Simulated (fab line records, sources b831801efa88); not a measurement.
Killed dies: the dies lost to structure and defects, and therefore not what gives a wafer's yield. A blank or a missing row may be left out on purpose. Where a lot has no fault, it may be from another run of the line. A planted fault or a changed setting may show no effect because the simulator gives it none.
fab line records -- flow sky130
[record] lots = 5, wafers = 15, last_day = 49
route steps=708 shown VT_ADJUST_PCH@153 SONOS_TUNNEL@154 SONOS_ONO@168 GATE_OXIDE@187 PAD_OPEN@708
lots with no fault: from the same line, run without faults
start_h: hours from the record's first day to the start of the lot's first wafer shown -- wait_h: how many hours have passed since the lot's step before this one -- " same as the row above -- L1.1+2: one row covering several wafers at once -- - no value present, or no start provided -- * or withheld: withheld -- < > ~ a bound
route shown NAME@n: NAME is a module with steps in the file, n the number in the route of the first one -- usual: average and standard deviation across the fault-free wafers -- same: alike in all rows -- chamber/n: place in a boat -- sites: each site's reading -- _std_site: standard deviation across them -- _edge_site: outer sites' mean less inner sites' -- radius_mm: for every site, how far away it sits from the centre of the wafer -- mask NAME#n: copy n -- behind: the last tool/chamber to shape the wafer -- hold: why the lot went on hold/how many hours it stayed there/how the hold came to an end -- device: which transistor (n, p or np) failed to switch -- end of line: the tests these same wafers got at the end of their route -- a step given without rows: its recipe and nothing more -- killed: count of dies lost to structure and defects at first sort (not the wafer's yield) -- map: shows each die of a wafer: x if killed, . if not, _ if none is there
set.NAME: the setting the step ran with; set.NAME@STEP: the setting that earlier step ran with -- model.NAME: the simulator's own value behind a step, which no gauge read
a table for each step, a row for each wafer; lots at some steps of the route
services: from which hour (start_h, from the record's first day; less than 0 if before it) a tool's chamber was out of use, for how many hours, and why
[[steps]]
[step SKY_VT_ADJUST_PCH_TW_MEAS_10]
[usual] VT_ADJUST_PCH_TW = 142.3/1.2
lot.wafer,tool,chamber,start_h,wait_h,VT_ADJUST_PCH_TW
L252.1,film_metro-03,-,230.17,0.1,141.8
L252.3,film_metro-03,-,230.17,0.1,141.9
L252.4,film_metro-03,-,230.17,0.1,141.2
L253.1,film_metro-01,-,235.05,0.1,143.8
L253.2,film_metro-01,-,235.05,0.1,144.4
L253.3,film_metro-01,-,235.05,0.1,144.4
L258.1,film_metro-03,-,276.27,0.1,141.2
L258.4,film_metro-03,-,276.27,0.1,141.7
L258.6,film_metro-03,-,276.27,0.1,140.9
L259.2,film_metro-02,-,287.33,0.1,143.5
L259.5,film_metro-02,-,287.33,0.1,142.7
L259.6,film_metro-02,-,287.33,0.1,142.8
L268.1,film_metro-01,-,366.27,0.1,142.5
L268.2,film_metro-01,-,366.27,0.1,142.8
L268.4,film_metro-01,-,366.27,0.1,142.3
[step SKY_SONOS_TUNNEL_DEHYDRATE_00]
[recipe] temp_c = 200, time_s = 60
[step SKY_SONOS_TUNNEL_HMDS_01]
[recipe] prime_time_s = 60, prime_temp_c = 120
[step SKY_SONOS_TUNNEL_COAT_02]
[recipe] resist = NOVOLAK, spin_rpm = 3000, resist_thk_nm = 1140
[step SKY_SONOS_TUNNEL_SOFTBAKE_03]
[recipe] temp_c = 90, time_s = 60, resist = NOVOLAK
[step SKY_SONOS_TUNNEL_EXPOSE_04]
[recipe] mask_id = TUNM, na = 0.6, source_shape = conventional, sigma_outer = 0.6, polarization = unpolarized, target_cd_nm = 410, dose_mj = 136
[step SKY_SONOS_TUNNEL_PEB_05]
[recipe] temp_c = withheld, time_s = *, resist = NOVOLAK
[step SKY_SONOS_TUNNEL_DEVELOP_06]
[recipe] resist = NOVOLAK, developer = TMAH, develop_time_s = 58.77, dev_temp_c = 23
[step SKY_SONOS_TUNNEL_CD_MEAS_07]
[recipe] target_cd_nm = 410
[usual] cd_nm = 410.2/2.6
lot.wafer,tool,chamber,start_h,wait_h,cd_nm
L252.1,cd_sem-02,-,252.43,0.1,409.6
L252.3,cd_sem-02,-,252.43,0.1,405.4
L252.4,cd_sem-02,-,252.43,0.1,407.0
L253.1,cd_sem-01,-,256.77,0.1,408.0
L253.2,cd_sem-01,-,256.77,0.1,407.2
L253.3,cd_sem-01,-,256.77,0.1,407.2
L258.1,cd_sem-02,-,301.33,0.1,412.7
L258.4,cd_sem-02,-,301.33,0.1,414.0
L258.6,cd_sem-02,-,301.33,0.1,414.9
L259.2,cd_sem-02,-,313.49,0.1,410.1
L259.5,cd_sem-02,-,313.49,0.1,412.5
L259.6,cd_sem-02,-,313.49,0.1,411.0
L268.1,cd_sem-02,-,394.53,0.1,410.7
L268.2,cd_sem-02,-,394.53,0.1,412.6
L268.4,cd_sem-02,-,394.53,0.1,412.3
[step SKY_SONOS_TUNNEL_OVL_MEAS_08]
[usual] SONOS_TUNNEL_OVL = 0.9/1.4
lot.wafer,tool,chamber,start_h,wait_h,SONOS_TUNNEL_OVL[nm]
L252.1,overlay-01,-,252.55,0.1,0.3
L252.3,overlay-01,-,252.55,0.1,3.1
L252.4,overlay-01,-,252.55,0.1,3.1
L253.1,overlay-02,-,256.89,0.1,1.4
L253.2,overlay-02,-,256.89,0.1,1.6
L253.3,overlay-02,-,256.89,0.1,0.8
L258.1,overlay-01,-,301.45,0.1,1.3
L258.4,overlay-01,-,301.45,0.1,0.3
L258.6,overlay-01,-,301.45,0.1,1.3
L259.2,overlay-01,-,313.60,0.1,-0.1
L259.5,overlay-01,-,313.60,0.1,-1.5
L259.6,overlay-01,-,313.60,0.1,1.2
L268.1,overlay-02,-,394.65,0.1,-1.4
L268.2,overlay-02,-,394.65,0.1,0.6
L268.4,overlay-02,-,394.65,0.1,-0.6
[step SKY_SONOS_TUNNEL_IMPLANT_09]
[recipe] species = B, energy_kev = 20, dose_cm2 = 1e+12, tilt_deg = withheld
[step SKY_SONOS_TUNNEL_WET_ETCH_10]
[recipe] chemistry = dHF, target_depth_nm = 14, target = SiO2, dilution = 100:1, temp_c = 25, time_s = 280
[step SKY_SONOS_TUNNEL_STRIP_11]
[recipe] chemistry = SPM, time_s = 600, temp_c = 130
[usual] bath_guard_temp_C = 130.0/0.59
lot.wafer,tool,chamber,start_h,wait_h,bath_guard_temp_C
L252.1,wet_bench-01,0,252.91,0.0,129.5
L252.3,wet_bench-01,0,252.91,0.0,129.9
L252.4,wet_bench-01,0,252.91,0.0,130.2
L253.1,wet_bench-04,0,257.17,0.0,130.6
L253.2,wet_bench-04,0,257.17,0.0,130.3
L253.3,wet_bench-04,0,257.17,0.0,129.9
L258.1,wet_bench-04,1,301.73,0.0,129.8
L258.4,wet_bench-04,1,301.73,0.0,129.4
L258.6,wet_bench-04,1,301.73,0.0,129.6
L259.2,wet_bench-04,0,313.87,0.0,130.5
L259.5,wet_bench-04,0,313.87,0.0,130.1
L259.6,wet_bench-04,0,313.87,0.0,130.5
L268.1,wet_bench-04,2,394.93,0.0,129.1
L268.2,wet_bench-04,2,394.93,0.0,129.3
L268.4,wet_bench-04,2,394.93,0.0,129.1
[step SKY_SONOS_TUNNEL_TW_MEAS_12]
[usual] SONOS_TUNNEL_TW = 196.2/1.6
lot.wafer,tool,chamber,start_h,wait_h,SONOS_TUNNEL_TW
L252.1,film_metro-03,-,253.08,0.0,193.3
L252.3,film_metro-03,-,253.08,0.0,193.7
L252.4,film_metro-03,-,253.08,0.0,193.9
L253.1,film_metro-02,-,257.52,0.0,198.6
L253.2,film_metro-02,-,257.52,0.0,197.3
L253.3,film_metro-02,-,257.52,0.0,197.7
L258.1,film_metro-04,-,301.91,0.0,194.5
L258.4,film_metro-04,-,301.91,0.0,195.3
L258.6,film_metro-04,-,301.91,0.0,194.8
L259.2,film_metro-03,-,314.23,0.0,194.1
L259.5,film_metro-03,-,314.23,0.0,196.0
L259.6,film_metro-03,-,314.23,0.0,194.3
L268.1,film_metro-02,-,395.12,0.0,197.6
L268.2,film_metro-02,-,395.12,0.0,196.4
L268.4,film_metro-02,-,395.12,0.0,197.0
[step SKY_SONOS_TUNNEL_CLEAN_13]
[recipe] chemistry = dHF, time_s = 20, dilution = 100:1, dry = ipa_marangoni
[step SKY_SONOS_ONO_OXIDATION_00]
[recipe] temp_c = 800, ambient = O2, idle_temp_c = 700, ramp_up_c_per_min = 10, ramp_down_c_per_min = 3, stabilise_s = 600, purge_s = 300, target_thk_a = 26, ox_time_s = 1249
[step SKY_SONOS_ONO_THK_MEAS_01]
[recipe] reads = SiO2_of_SONOS_ONO_OXIDATION_00
[usual] SONOS_ONO_OXIDATION_THK = 2.60/0.057
lot.wafer,tool,chamber,start_h,wait_h,SONOS_ONO_OXIDATION_THK[nm]
L252.1,film_metro-01,-,257.69,0.0,2.63
L252.3,film_metro-01,-,257.69,0.0,2.55
L252.4,film_metro-01,-,257.69,0.0,2.55
L253.1,film_metro-03,-,265.87,0.0,2.55
L253.2,film_metro-03,-,265.87,0.0,2.59
L253.3,film_metro-03,-,265.87,0.0,2.61
L258.1,film_metro-04,-,303.47,0.0,2.57
L258.4,film_metro-04,-,303.47,0.0,2.59
L258.6,film_metro-04,-,303.47,0.0,2.56
L259.2,film_metro-03,-,316.32,0.0,2.62
L259.5,film_metro-03,-,316.32,0.0,2.61
L259.6,film_metro-03,-,316.32,0.0,2.67
L268.1,film_metro-03,-,398.69,0.0,2.63
L268.2,film_metro-03,-,398.69,0.0,2.63
L268.4,film_metro-03,-,398.69,0.0,2.62
[step SKY_SONOS_ONO_CVD_02]
[recipe] material = Si3N4, precursor = DCS/NH3, target_thk_nm = 10.5, temp_c = 770, time_s = 180, pressure_mtorr = 250
[step SKY_SONOS_ONO_THK_MEAS_03]
[recipe] reads = Si3N4_of_SONOS_ONO_CVD_02
[usual] SONOS_ONO_CVD_02_THK = 10.45/0.12
lot.wafer,tool,chamber,start_h,wait_h,SONOS_ONO_CVD_02_THK[nm]
L252.1,film_metro-03,-,259.71,0.0,10.38
L252.3,film_metro-03,-,259.71,0.0,10.46
L252.4,film_metro-03,-,259.71,0.0,10.56
L253.1,film_metro-03,-,267.37,0.0,10.29
L253.2,film_metro-03,-,267.37,0.0,10.19
L253.3,film_metro-03,-,267.37,0.0,10.16
L258.1,film_metro-03,-,304.67,0.0,10.72
L258.4,film_metro-03,-,304.67,0.0,10.53
L258.6,film_metro-03,-,304.67,0.0,10.43
L259.2,film_metro-01,-,317.43,0.0,10.52
L259.5,film_metro-01,-,317.43,0.0,10.49
L259.6,film_metro-01,-,317.43,0.0,10.66
L268.1,film_metro-04,-,401.26,0.0,10.52
L268.2,film_metro-04,-,401.26,0.0,10.56
L268.4,film_metro-04,-,401.26,0.0,10.45
[step SKY_SONOS_ONO_CVD_04]
[recipe] material = SiO2, precursor = SiH4/N2O, target_thk_nm = 5.7199, temp_c = 900, pressure_mtorr = 400
[step SKY_SONOS_ONO_THK_MEAS_05]
[recipe] reads = SiO2_of_SONOS_ONO_CVD_04
[usual] SONOS_ONO_CVD_04_THK = 5.75/0.11
lot.wafer,tool,chamber,start_h,wait_h,SONOS_ONO_CVD_04_THK[nm]
L252.1,film_metro-03,-,261.02,0.0,5.76
L252.3,film_metro-03,-,261.02,0.0,5.53
L252.4,film_metro-03,-,261.02,0.0,5.70
L253.1,film_metro-03,-,268.68,0.0,5.59
L253.2,film_metro-03,-,268.68,0.0,5.62
L253.3,film_metro-03,-,268.68,0.0,5.62
L258.1,film_metro-04,-,305.98,0.0,5.88
L258.4,film_metro-04,-,305.98,0.0,5.93
L258.6,film_metro-04,-,305.98,0.0,5.92
L259.2,film_metro-03,-,318.74,0.0,5.51
L259.5,film_metro-03,-,318.74,0.0,5.58
L259.6,film_metro-03,-,318.74,0.0,5.73
L268.1,film_metro-03,-,402.57,0.0,5.91
L268.2,film_metro-03,-,402.57,0.0,5.76
L268.4,film_metro-03,-,402.57,0.0,5.80
[step SKY_SONOS_ONO_DEHYDRATE_06]
[recipe] temp_c = 200, time_s = 60
[step SKY_SONOS_ONO_HMDS_07]
[recipe] prime_time_s = 60, prime_temp_c = 120
[step SKY_SONOS_ONO_COAT_08]
[recipe] resist = NOVOLAK, spin_rpm = 3000, resist_thk_nm = 1140
[step SKY_SONOS_ONO_SOFTBAKE_09]
[recipe] temp_c = 90, time_s = 60, resist = NOVOLAK
[step SKY_SONOS_ONO_EXPOSE_10]
[recipe] mask_id = ONOM, target_cd_nm = 410, na = 0.6, source_shape = conventional, sigma_outer = 0.6, dose_mj = 150
[step SKY_SONOS_ONO_PEB_11]
[recipe] temp_c = withheld, time_s = *, resist = NOVOLAK
[step SKY_SONOS_ONO_DEVELOP_12]
[recipe] develop_time_s = 60, dev_temp_c = 23
[step SKY_SONOS_ONO_CD_MEAS_13]
[recipe] target_cd_nm = 410
[usual] cd_nm = 410.1/2.4
lot.wafer,tool,chamber,start_h,wait_h,cd_nm
L252.1,cd_sem-01,-,284.28,0.1,408.4
L252.3,cd_sem-01,-,284.28,0.1,409.3
L252.4,cd_sem-01,-,284.28,0.1,406.1
L253.1,cd_sem-01,-,292.36,0.1,410.8
L253.2,cd_sem-01,-,292.36,0.1,411.7
L253.3,cd_sem-01,-,292.36,0.1,411.9
L258.1,cd_sem-01,-,332.98,0.1,407.2
L258.4,cd_sem-01,-,332.98,0.1,407.3
L258.6,cd_sem-01,-,332.98,0.1,409.0
L259.2,cd_sem-01,-,345.29,0.1,410.9
L259.5,cd_sem-01,-,345.29,0.1,408.0
L259.6,cd_sem-01,-,345.29,0.1,410.8
L268.1,cd_sem-01,-,432.25,0.2,412.5
L268.2,cd_sem-01,-,432.25,0.2,412.1
L268.4,cd_sem-01,-,432.25,0.2,411.3
[step SKY_SONOS_ONO_OVL_MEAS_14]
[usual] SONOS_ONO_OVL = -0.2/1.5
lot.wafer,tool,chamber,start_h,wait_h,SONOS_ONO_OVL[nm]
L252.1,overlay-01,-,284.40,0.1,-0.4
L252.3,overlay-01,-,284.40,0.1,0.0
L252.4,overlay-01,-,284.40,0.1,1.1
L253.1,overlay-01,-,292.48,0.1,-0.4
L253.2,overlay-01,-,292.48,0.1,-2.2
L253.3,overlay-01,-,292.48,0.1,-0.2
L258.1,overlay-01,-,333.10,0.1,-0.6
L258.4,overlay-01,-,333.10,0.1,0.2
L258.6,overlay-01,-,333.10,0.1,-0.4
L259.2,overlay-02,-,345.40,0.1,-0.1
L259.5,overlay-02,-,345.40,0.1,-0.3
L259.6,overlay-02,-,345.40,0.1,-1.2
L268.1,overlay-02,-,432.37,0.1,0.5
L268.2,overlay-02,-,432.37,0.1,-0.2
L268.4,overlay-02,-,432.37,0.1,-0.3
[step SKY_SONOS_ONO_ETCH_15]
[recipe] target_depth_nm = 19.52, chemistry = CHF3/O2, source_w = 600, bias_w = 200, pressure_mtorr = 40, chf3_flow_sccm = 50, O2_flow_sccm = 5, time_s = 7.8
[usual] drypump_motor_current_A = 5.7/0.42, oes_product_au = 0.996/0.01, throttle_valve_pct = 8.825/0.01
lot.wafer,tool,chamber,start_h,wait_h,drypump_motor_current_A,oes_product_au,rf_hours_counter_h,throttle_valve_pct
L252.1,rie_diel-01,3,284.44,0.0,5.4,1.000,106,8.817
L252.3,rie_diel-01,1,284.44,0.0,5.4,0.996,116,8.818
L252.4,rie_diel-01,0,284.44,0.0,6.1,1.010,4,8.821
L253.1,rie_diel-01,0,292.51,0.0,6.0,1.010,4,8.840
L253.2,rie_diel-01,3,292.51,0.0,5.3,0.990,106,8.825
L253.3,rie_diel-01,1,292.51,0.0,5.4,0.990,117,8.837
L258.1,rie_diel-02,2,333.14,0.0,5.6,1.001,63,8.839
L258.4,rie_diel-02,1,333.14,0.0,6.5,1.007,3,8.825
L258.6,rie_diel-02,2,333.14,0.0,5.6,1.012,-,8.821
L259.2,rie_diel-01,3,345.43,0.0,5.4,0.999,107,8.823
L259.5,rie_diel-01,0,345.43,0.0,6.0,1.004,-,8.822
L259.6,rie_diel-01,2,345.43,0.0,5.3,0.996,-,8.833
L268.1,rie_diel-03,1,432.41,0.0,5.6,1.012,2,8.834
L268.2,rie_diel-03,0,432.41,0.0,6.3,1.011,15,8.842
L268.4,rie_diel-03,3,432.41,0.0,6.1,0.992,100,8.813
[step SKY_SONOS_ONO_WET_ETCH_16]
[recipe] chemistry = dHF, target_depth_nm = 14, dry = n2_spin, target = SiO2, dilution = 100:1, temp_c = 25, time_s = 280
[step SKY_SONOS_ONO_STRIP_17]
[recipe] chemistry = O2/N2, power_w = 1400, pressure_mtorr = 1500, platen_temp_c = withheld, o2_flow_sccm = 3000, n2_flow_sccm = 300, overash_fraction = 0.5
[usual] drypump_motor_current_A = 5.8/0.58, oes_product_au = 0.709/0.0045, strip_time_to_endpoint_s = 14.10/0.041
lot.wafer,tool,chamber,start_h,wait_h,drypump_motor_current_A,oes_product_au,rf_hours_counter_h,strip_time_to_endpoint_s
L252.1,plasma_asher-04,0,284.55,0.0,6.4,0.712,58,14.08
L252.3,plasma_asher-04,0,284.55,0.0,6.4,0.707,-,14.15
L252.4,plasma_asher-04,1,284.55,0.0,6.6,0.714,-,14.14
L253.1,plasma_asher-02,0,292.63,0.0,5.0,0.717,50,14.07
L253.2,plasma_asher-02,1,292.63,0.0,5.6,0.713,50,14.12
L253.3,plasma_asher-02,1,292.63,0.0,5.6,0.712,-,14.14
L258.1,plasma_asher-03,0,333.24,0.0,6.1,0.710,22,14.03
L258.4,plasma_asher-03,0,333.24,0.0,6.1,0.711,-,14.01
L258.6,plasma_asher-03,0,333.24,0.0,6.0,0.707,-,14.04
L259.2,plasma_asher-04,0,345.54,0.0,6.4,0.710,64,14.09
L259.5,plasma_asher-04,1,345.54,0.0,6.6,0.703,-,14.10
L259.6,plasma_asher-04,0,345.54,0.0,6.4,0.705,-,14.16
L268.1,plasma_asher-02,1,432.51,0.0,5.6,0.710,65,14.04
L268.2,plasma_asher-02,0,432.51,0.0,5.0,0.705,65,14.06
L268.4,plasma_asher-02,0,432.51,0.0,5.0,0.712,-,14.06
[step SKY_SONOS_ONO_WET_ETCH_18]
[recipe] chemistry = H3PO4, target_depth_nm = 15, target = Si3N4, temp_c = 160, time_s = 172
[step SKY_GATE_OXIDE_CLEAN_00]
[recipe] chemistry = SC1/SC2, mix = 1:4:20, temp_c = 70, time_s = 150, dry = n2_spin
[step SKY_GATE_OXIDE_OXIDATION_01]
[recipe] temp_c = 900, ambient = O2, stabilise_s = 600, purge_s = 300, target_thk_a = 102.68, ox_time_s = 1473
[step SKY_GATE_OXIDE_THK_MEAS_02]
[recipe] reads = SiO2_of_GATE_OXIDE_OXIDATION_01
[usual] GATE_OXIDE_OXIDATION_00_THK = 10.25/0.16
lot.wafer,tool,chamber,start_h,wait_h,GATE_OXIDE_OXIDATION_00_THK[nm]
L252.1,film_metro-02,-,286.25,0.0,10.30
L252.3,film_metro-02,-,286.25,0.0,10.27
L252.4,film_metro-02,-,286.25,0.0,10.16
L253.1,film_metro-01,-,295.41,0.0,10.20
L253.2,film_metro-01,-,295.41,0.0,10.03
L253.3,film_metro-01,-,295.41,0.0,9.94
L258.1,film_metro-04,-,335.43,0.0,10.64
L258.4,film_metro-04,-,335.43,0.0,10.64
L258.6,film_metro-04,-,335.43,0.0,10.56
L259.2,film_metro-01,-,347.18,0.0,10.18
L259.5,film_metro-01,-,347.18,0.0,10.24
L259.6,film_metro-01,-,347.18,0.0,10.25
L268.1,film_metro-04,-,435.84,0.0,10.56
L268.2,film_metro-04,-,435.84,0.0,10.32
L268.4,film_metro-04,-,435.84,0.0,10.26
[step SKY_GATE_OXIDE_DEHYDRATE_03]
[recipe] temp_c = 200, time_s = 60
[step SKY_GATE_OXIDE_HMDS_04]
[recipe] prime_time_s = 60, prime_temp_c = 120
[step SKY_GATE_OXIDE_COAT_05]
[recipe] resist = NOVOLAK, spin_rpm = 3000, resist_thk_nm = 1140
[step SKY_GATE_OXIDE_SOFTBAKE_06]
[recipe] temp_c = 90, time_s = 60, resist = NOVOLAK
[step SKY_GATE_OXIDE_EXPOSE_07]
[recipe] mask_id = LVOM, na = 0.6, source_shape = conventional, sigma_outer = 0.6, polarization = unpolarized, target_cd_nm = 600, dose_mj = 170
[step SKY_PAD_OPEN_PROBE_99]
[usual] killed_at_M0_to_M3 = 43/7.2, killed_at_M4_up = 3.3/2, killed_at_contacts = 25/5.8, killed_at_front_end = 15/4.5, killed_at_other = 0.3/0.62, killed_dies = 86/9.4, killed_on_rim = 17/3.7, killed_open = 47/7.1, killed_short = 39/6
[same] gross_dies = 492, killed_at_back_side = 0
lot.wafer,tool,chamber,start_h,wait_h,killed_at_M0_to_M3,killed_at_M4_up,killed_at_contacts,killed_at_front_end,killed_at_other,killed_dies,killed_on_rim,killed_open,killed_short
L252.1,prober-02,-,1077.00,0.1,48,3,22,8,0,81,14,39,42
L252.3,prober-02,-,1077.10,0.2,33,3,25,11,0,72,17,32,40
L252.4,prober-02,-,1077.15,0.2,44,1,22,10,0,77,12,49,28
L253.1,prober-01,-,1086.20,0.1,37,3,20,18,0,78,14,39,39
L253.2,prober-01,-,1086.25,0.1,38,1,22,23,2,86,14,45,39
L253.3,prober-01,-,1086.30,0.2,45,0,19,11,0,75,17,39,36
L258.4,prober-02,-,1122.90,0.2,31,6,32,14,0,83,13,33,50
L259.2,prober-01,-,1128.99,0.1,42,3,25,25,0,95,20,46,49
L259.5,prober-01,-,1129.14,0.2,43,3,24,14,1,85,19,44,41
L268.1,prober-01,-,1181.12,0.1,42,4,26,52,0,124,31,35,58
L268.2,prober-01,-,1181.17,0.1,42,1,20,47,0,110,30,47,30
L268.4,prober-01,-,1181.27,0.2,32,4,18,47,0,101,23,33,32
// killed by level:class
L252.1 LI_CONTACT:geometric_particle:open=8 METAL1:geometric_particle:short=8 VIA3:geometric_particle:open=7 VIA1:geometric_particle:open=7 METAL2:geometric_particle:short=7 VIA2:geometric_particle:open=5 CONTACT:geometric_particle:open=4 VIA1:geometric_particle:short=4
L252.3 CONTACT:geometric_particle:open=10 VIA1:geometric_particle:open=8 LOCAL_INTERCONNECT:geometric_particle:short=6 METAL2:geometric_particle:short=6 LI_CONTACT:geometric_particle:open=4 VIA3:geometric_particle:open=4 METAL1:geometric_particle:short=4 VIA2:geometric_particle:short=4
L252.4 VIA3:geometric_particle:open=11 VIA1:geometric_particle:open=10 LI_CONTACT:geometric_particle:open=7 LOCAL_INTERCONNECT:geometric_particle:short=6 VIA2:geometric_particle:open=6 CONTACT:geometric_particle:open=5 VIA1:geometric_particle:short=5 METAL2:geometric_particle:short=5
L253.1 LI_CONTACT:geometric_particle:open=7 FIELD_ISO:geometric_particle:open=6 VIA2:geometric_particle:open=6 VIA2:geometric_particle:short=6 LOCAL_INTERCONNECT:geometric_particle:short=5 VIA1:geometric_particle:open=5 FIELD_ISO:geometric_particle:short=4 VIA1:geometric_particle:short=4
L253.2 CONTACT:geometric_particle:open=12 VIA1:geometric_particle:open=12 FIELD_ISO:geometric_particle:short=6 METAL1:geometric_particle:short=5 METAL2:geometric_particle:short=5 FIELD_ISO:geometric_particle:open=4 POLY_GATE:geometric_particle:open=3 POLY_GATE:geometric_particle:short=3
L253.3 VIA1:geometric_particle:open=10 VIA2:geometric_particle:open=10 METAL2:geometric_particle:short=9 FIELD_ISO:geometric_particle:short=6 LI_CONTACT:geometric_particle:open=4 CONTACT:geometric_particle:short=4 CONTACT:geometric_particle:open=4 VIA3:geometric_particle:open=4
L258.4 LI_CONTACT:geometric_particle:open=10 CONTACT:geometric_particle:short=7 METAL1:geometric_particle:short=7 METAL3:geometric_particle:short=6 CONTACT:geometric_particle:open=6 FIELD_ISO:geometric_particle:short=5 LOCAL_INTERCONNECT:geometric_particle:short=5 METAL4:geometric_particle:short=5
L259.2 VIA1:geometric_particle:open=10 CONTACT:geometric_particle:open=9 METAL1:geometric_particle:short=7 POLY_GATE:geometric_particle:short=5 SPACER:geometric_particle:short=5 VIA2:geometric_particle:open=5 VIA3:geometric_particle:open=5 FIELD_ISO:geometric_particle:short=4
L259.5 VIA3:geometric_particle:open=10 VIA1:geometric_particle:open=8 CONTACT:geometric_particle:open=7 CONTACT:geometric_particle:short=6 FIELD_ISO:geometric_particle:open=5 LI_CONTACT:geometric_particle:open=5 METAL2:geometric_particle:short=5 FIELD_ISO:geometric_particle:short=4
L268.1 SONOS_TUNNEL:unspecified=31 FIELD_ISO:geometric_particle:short=9 CONTACT:geometric_particle:open=9 METAL1:geometric_particle:short=8 VIA1:geometric_particle:open=7 METAL2:geometric_particle:short=7 CONTACT:geometric_particle:short=6 LI_CONTACT:geometric_particle:short=5
L268.2 SONOS_TUNNEL:unspecified=32 CONTACT:geometric_particle:open=11 VIA1:geometric_particle:open=10 POLY_GATE:geometric_particle:open=5 METAL1:geometric_particle:short=5 LI_CONTACT:geometric_particle:open=5 VIA3:geometric_particle:open=5 VIA1:geometric_particle:short=5
L268.4 SONOS_TUNNEL:unspecified=36 LI_CONTACT:geometric_particle:open=5 CONTACT:geometric_particle:short=5 CONTACT:geometric_particle:open=5 VIA2:geometric_particle:open=4 VIA1:geometric_particle:open=4 METAL2:geometric_particle:short=4 VIA3:geometric_particle:open=4
// map L268.1 (x killed, . not)
__________....xx...x_________
________x.x.x........._______
______xx........x......._____
_____xx.x.x....x.x.......____
____xxxx..xx.....x...x....___
___xxxxx...x......x.....x..__
__xxxxxx.........x.........._
_xxxxxxx.....xx..............
_xxxxxx.xx........x...x...x.x
_..xxxxx..x...x.....x.....x..
_..x.....x.x..x.....x........
_x.............x.....xx......
_..x.....xx.....x.........x..
_....x.xx..............x.x...
_.....x.........x....x.x.....
__x.............x.xx...x.x.x_
___x........x.x........x...__
____.x.......xxxx..x....x.___
_____.xx..x..xx.......x..____
______.....x.....x.....x_____
________.x.....x.x...._______
__________.....xx.x._________
// map L253.2 (x killed, . not)
__________.xx......._________
________x..........x.._______
______.xxx..x......x..x._____
_____.x....x..x.x..x.x...____
____x...x...x.x........x..___
___...x...........x........__
__.....x.xx.....x.....x....._
_x.............x.............
_..........x.xxx.............
_.x...xx..........x......xx..
_...........x................
_........x.xx..x..x.xx.......
_....x....x...xx..........x..
_....x....x...x.x............
_..x.xx..x..xx...x.........x.
__......x.x......x....xx...._
___...x........x..x......x.__
____......x..x..x.......x.___
_____.......x.x..xx......____
______............x....._____
________......x.x....x_______
__________.........._________
[[services]]
tool,chamber,start_h,hours,kind
rie_diel-01,-,234.78,15.6,pm
rie_diel-03,2,245.44,4.4,repair
rie_diel-03,3,264.28,8.2,repair
rie_diel-03,-,264.33,0.3,repair
rie_diel-01,-,275.85,4.3,pm
plasma_asher-03,-,327.24,2.8,pm
rie_diel-01,1,344.91,-,clean
rie_diel-01,1,344.91,24.6,scheduled_down
rie_diel-01,1,344.91,24.6,vent_cycle
wet_bench-01,-,365.65,1.9,pm
plasma_asher-04,-,380.50,4.2,repair
rie_diel-01,2,395.57,-,clean
rie_diel-01,2,395.57,23.9,scheduled_down
rie_diel-01,2,395.57,23.9,vent_cycle
rie_diel-03,1,405.30,3.8,repair
plasma_asher-03,-,416.10,1.1,repair
rie_diel-01,-,418.34,0.5,repair
rie_diel-01,3,419.52,-,clean
rie_diel-01,3,419.52,19.5,scheduled_down
rie_diel-01,3,419.52,19.5,vent_cycle
rie_diel-03,2,420.13,7.1,repair
plasma_asher-03,-,421.02,1.7,repair
plasma_asher-04,-,421.25,9.0,pm
plasma_asher-04,-,422.93,0.6,repair
[[key]]
[first_sign] step = SKY_PAD_OPEN_PROBE_99, reading = killed_at_front_end, direction = up, sigmas = 7.5, usual = 15, struck = 49
[effect] step = SKY_PAD_OPEN_PROBE_99, reading = killed_dies, direction = up, sigmas = 2.7, usual = 86, struck = 112
met_at SKY_SONOS_TUNNEL_STRIP_11
struck_wafers L268.1,L268.2,L268.4
tester_left_out L268
also_fits time
[fault] kind = chamber_particle_source, tool = wet_bench-04, chamber = 2, onset_h = 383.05, steps = SKY_SONOS_TUNNEL_STRIP_11, rate_per_visit_cm2 = 1.7047, end_h = 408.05
// tester_left_out: of these lots the tester's yield and bins aren't shown, on N5 and GAA mostly nor the transistor test; their killed dies are dies lost to structure and defects alone, not to doping, threshold or leakage, so they don't give the yield
